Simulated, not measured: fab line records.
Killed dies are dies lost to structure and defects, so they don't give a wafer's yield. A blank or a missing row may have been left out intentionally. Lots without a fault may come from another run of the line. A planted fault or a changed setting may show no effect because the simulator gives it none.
Which tool was responsible?    flow sfq-line    14 lots with 42 wafers sampled at 4 steps, on a route of 325 steps

## WHAT EACH GAUGE READ, for each wafer
SFQ_C5_OVL_MEAS_937.
lot   measured      on          C5_OVL (nm)
L849  day 74 00:10  overlay-01  7 4 5
L850  day 74 01:36  overlay-02  12 15 18
L854  day 75 03:32  overlay-02  2 3 9
L855  day 75 05:56  overlay-02  0 -3 -4
L856  day 75 08:20  overlay-02  -2 -8 0
L857  day 75 10:44  overlay-02  6 11 11
L865  day 82 23:37  overlay-02  10 9 8
L866  day 83 00:59  overlay-02  3 8 5
L867  day 84 05:17  overlay-01  2 1 8
L868  day 84 18:17  overlay-02  5 2 4
L869  day 85 03:52  overlay-02  -6 -3 -4
L870  day 85 08:41  overlay-02  -3 5 0
L871  day 85 12:16  overlay-02  1 -5 0
L872  day 85 13:28  overlay-02  5 0 1

## WHAT TOOL EACH LOT RAN ON (gives the tool, then ch and the chambers of the sampled wafers, and finally the start)
lot   SFQ_TRILAYER_I0_VIA_ETCH_VIA_ETCH_034  SFQ_TRILAYER_M4_BARC_OPEN_METAL_ETCH_123  SFQ_TRILAYER_JJ_TRILAYER_DEP_SPUTTER_110
L849  rie-diel-01 ch 0,1,3, day 17 09:25     rie-metal-04 ch 1, day 53 11:21           pvd-sputter-03, day 59 12:17
L850  rie-diel-01 ch 2,3, day 17 17:49       rie-metal-01 ch 0,1, day 54 05:27         pvd-sputter-06, day 60 02:15
L854  rie-diel-01 ch 0,1,2, day 18 17:56     rie-metal-03 ch 0,1, day 55 12:05         pvd-sputter-04, day 61 22:43
L855  rie-diel-01 ch 0,1,2, day 19 04:04     rie-metal-03 ch 0,1, day 55 15:41         pvd-sputter-03, day 62 02:19
L856  rie-diel-04 ch 1,2,3, day 20 23:16     rie-metal-04 ch 0,1, day 55 19:18         pvd-sputter-06, day 62 03:31
L857  rie-diel-01 ch 0,1,2, day 21 16:20     rie-metal-03 ch 0,1, day 57 03:38         pvd-sputter-06, day 62 11:55
L865  rie-diel-04 ch 0,3, day 25 11:52       rie-metal-03 ch 0,1, day 60 10:40         pvd-sputter-06, day 65 21:13
L866  rie-diel-01 ch 0,1,2, day 25 16:40     rie-metal-01 ch 0,1, day 61 03:34         pvd-sputter-03, day 66 11:17
L867  rie-diel-04 ch 0,1,3, day 25 19:11     rie-metal-01 ch 0,1, day 61 09:42         pvd-sputter-06, day 66 17:19
L868  rie-diel-03 ch 0,1,2, day 26 11:59     rie-metal-04 ch 0,1, day 61 20:30         pvd-sputter-04, day 66 23:53
L869  rie-diel-01 ch 1,2,3, day 26 15:43     rie-metal-04 ch 0,1, day 62 03:42         pvd-sputter-03, day 67 14:47
L870  rie-diel-01 ch 1,3, day 27 09:43       rie-metal-04 ch 0,1, day 62 06:07         pvd-sputter-06, day 67 16:35
L871  rie-diel-01 ch 0,1,2, day 27 16:55     rie-metal-03 ch 0,1, day 62 07:18         pvd-sputter-03, day 67 18:59
L872  rie-diel-01 ch 0,2, day 28 07:19       rie-metal-04 ch 0, day 62 08:30           pvd-sputter-06, day 67 21:23
- SFQ_TRILAYER_I0_VIA_ETCH_VIA_ETCH_034: etches SiO2 in CHF3, stops on Nb, target depth 260 nm.
- SFQ_TRILAYER_M4_BARC_OPEN_METAL_ETCH_123: etches BARC in O2, target depth 125 nm, time 41.7 s.
- SFQ_TRILAYER_JJ_TRILAYER_DEP_SPUTTER_110: material Al, target thk 8 nm, time 10 s.

## WHAT THE TOOLS THEMSELVES READ (means of the sampled wafers that have a number; where no wafer has one, the mark that the record gives instead)
SFQ_TRILAYER_I0_VIA_ETCH_VIA_ETCH_034.
lot   tool         drypump-motor-current-A (A)  oes-product-au (a.u.)  rf-fwd-power-W (W)
L849  rie-diel-01  6.2                          0.856                  497.3
L850  rie-diel-01  6.2                          0.853                  496.6
L854  rie-diel-01  6.1                          0.855                  497.3
L855  rie-diel-01  6.1                          0.853                  499.1
L856  rie-diel-04  5.7                          0.856                  497.6
L857  rie-diel-01  6.1                          0.852                  498.7
L865  rie-diel-04  6.0                          0.848                  498.7
L866  rie-diel-01  6.1                          0.852                  498.9
L867  rie-diel-04  6.0                          0.860                  496.8
L868  rie-diel-03  6.0                          0.850                  497.9
L869  rie-diel-01  6.3                          0.858                  499.6
L870  rie-diel-01  6.5                          0.855                  498.7
L871  rie-diel-01  6.1                          0.851                  498.0
L872  rie-diel-01  5.7                          0.853                  496.6

SFQ_TRILAYER_M4_BARC_OPEN_METAL_ETCH_123.
lot   tool          drypump-motor-current-A (A)  oes-product-au (a.u.)  rf-fwd-power-W (W)
L849  rie-metal-04  5.31                         0.688                  591.6
L850  rie-metal-01  5.78                         0.686                  593.2
L854  rie-metal-03  5.49                         0.683                  592.9
L855  rie-metal-03  5.51                         0.686                  560.9
L856  rie-metal-04  5.27                         0.686                  592.8
L857  rie-metal-03  5.38                         0.686                  529.9
L865  rie-metal-03  5.41                         0.687                  592.2
L866  rie-metal-01  5.77                         0.685                  591.1
L867  rie-metal-01  5.77                         0.688                  592.2
L868  rie-metal-04  5.23                         0.682                  591.5
L869  rie-metal-04  5.22                         0.682                  591.8
L870  rie-metal-04  5.29                         0.688                  592.3
L871  rie-metal-03  5.39                         0.685                  593.1
L872  rie-metal-04  5.17                         0.683                  591.7

SFQ_TRILAYER_JJ_TRILAYER_DEP_SPUTTER_110.
lot   tool            throttle-valve-pct (%)
L849  pvd-sputter-03  30.4
L850  pvd-sputter-06  29.4
L854  pvd-sputter-04  29.0
L855  pvd-sputter-03  30.3
L856  pvd-sputter-06  30.3
L857  pvd-sputter-06  29.3
L865  pvd-sputter-06  30.6
L866  pvd-sputter-03  30.2
L867  pvd-sputter-06  30.1
L868  pvd-sputter-04  29.0
L869  pvd-sputter-03  30.0
L870  pvd-sputter-06  30.2
L871  pvd-sputter-03  30.8
L872  pvd-sputter-06  29.5

## THE ANSWER, worked out from the rows above alone
Rule: usual is defined by the lots themselves. Put in order of their means at a reading, lots are off if they are a third of the lots or fewer, leave a main group of 4 or more, and stand apart from it by a gap of 3 or more times the standard deviation of the main group's means; of several such gaps the widest counts. If all means in a main group match to the digits the tables above print for the reading, that group is not used. Also off: a lot with no number at a reading for which 4 or more lots have one. Where the step has rows for the other lots, those lots are counted as sound. The gauges are gone through in route order, then the tools' own readings, and for those a lot's mean is taken as printed above. At the first step where some lot is off, the reading lying furthest off is the one used; lots without a number count as furthest.
Off, at SFQ_TRILAYER_M4_BARC_OPEN_METAL_ETCH_123 on rf-fwd-power-W: L855, L857. The main group has a mean of 592.2 W with a standard deviation of 0.65.
If a tool, at that step or one of the process steps before it, ran each lot that is off and ran no sound lot following the first of them, it fits. No candidate that was tried fits.

## WHAT HAD BEEN PUT IN BY THE SIMULATOR
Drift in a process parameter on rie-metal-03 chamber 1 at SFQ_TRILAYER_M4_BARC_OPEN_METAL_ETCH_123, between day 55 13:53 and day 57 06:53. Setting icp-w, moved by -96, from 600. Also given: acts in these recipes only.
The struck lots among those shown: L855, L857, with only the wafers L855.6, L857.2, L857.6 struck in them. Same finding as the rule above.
